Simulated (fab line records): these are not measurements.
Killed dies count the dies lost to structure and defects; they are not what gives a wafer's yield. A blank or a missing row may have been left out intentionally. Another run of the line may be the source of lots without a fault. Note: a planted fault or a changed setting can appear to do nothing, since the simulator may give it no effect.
The tool behind it: which one? | flow sky130 | 36 wafers from 12 lots sampled at 2 of the route's 708 steps

## WHAT EACH GAUGE READ, for each wafer
SKY_VIA4_THK_MEAS_20: measures by xrf. Usual: VIA4_W_THK typically reads 498 nm, with standard deviation 9.9.
lot  | measured     | on            | VIA4_W_THK (nm) | flag
L837 | day 43 07:35 | film_metro-03 | 491 517 510     |
L839 | day 44 01:07 | film_metro-03 | 496 494 495     |
L841 | day 44 21:29 | film_metro-03 | 496 506 502     |
L843 | day 45 00:16 | film_metro-01 | 518 489 497     |
L845 | day 45 15:41 | film_metro-03 | 504 506 501     |
L847 | day 46 08:34 | film_metro-03 | 493 495 495     |
L848 | day 46 12:34 | film_metro-01 | 495 515 494     |
L850 | day 46 21:04 | film_metro-01 | 509 504 501     |
L852 | day 47 12:25 | film_metro-02 | 488 487 482     |
L857 | day 48 05:50 | film_metro-01 | 496 498 503     |
L859 | day 49 00:30 | film_metro-02 | 490 486 490     |
L860 | day 49 00:50 | film_metro-01 | 507 516 494     |

SKY_METAL5_THK_MEAS_06: measures by xrf. Usual: METAL5_ALCU_THK typically reads 1171 nm, with standard deviation 16.
lot  | measured     | on            | METAL5_ALCU_THK (nm) | flag
L837 | day 43 08:13 | film_metro-01 | 1157 1171 1138       |
L839 | day 44 01:45 | film_metro-04 | 1150 1170 1159       |
L841 | day 44 22:07 | film_metro-04 | 1192 1174 1181       |
L843 | day 45 00:55 | film_metro-01 | 1156 1194 1202       |
L845 | day 45 16:25 | film_metro-02 | 1162 1157 1159       |
L847 | day 46 09:14 | film_metro-02 | 1169 1172 1176       |
L848 | day 46 13:29 | film_metro-01 | 1158 1159 1152       |
L850 | day 46 21:43 | film_metro-02 | 1165 1206 1194       |
L852 | day 47 13:03 | film_metro-04 | 1174 1185 1156       |
L857 | day 48 06:29 | film_metro-02 | 1177 1177 1185       |
L859 | day 49 01:11 | film_metro-04 | 1153 1176 1173       |
L860 | day 49 01:29 | film_metro-01 | 1164 1163 1179       |

## WHICH TOOL RAN EACH LOT (tool, then ch and the chambers of the sampled wafers, then the start)
The record holds no process step before these readings.

## AS READ BY THE TOOLS THEMSELVES (means over the sampled wafers that have a number; for cases with no such wafer, the mark the record gives instead)
The record holds no such reading with a usual standard deviation.

## THE ANSWER, worked out from the rows above alone
Rule: a lot counts as off when the mean over its wafers that have a number is more than 3 standard deviations away from the usual mean. Also off: a lot with no number at a reading for which 4 or more lots have one. Any other lot the step has rows for is counted as sound. First the gauges in route order, then the tools' own readings, where a lot's mean is used as printed above. At the first step where some lot is off, the reading lying furthest off is the one used; lots without a number count as furthest.
None of the lots is off at any reading shown; this tells nothing.

## WHAT WAS PUT IN BY THE SIMULATOR
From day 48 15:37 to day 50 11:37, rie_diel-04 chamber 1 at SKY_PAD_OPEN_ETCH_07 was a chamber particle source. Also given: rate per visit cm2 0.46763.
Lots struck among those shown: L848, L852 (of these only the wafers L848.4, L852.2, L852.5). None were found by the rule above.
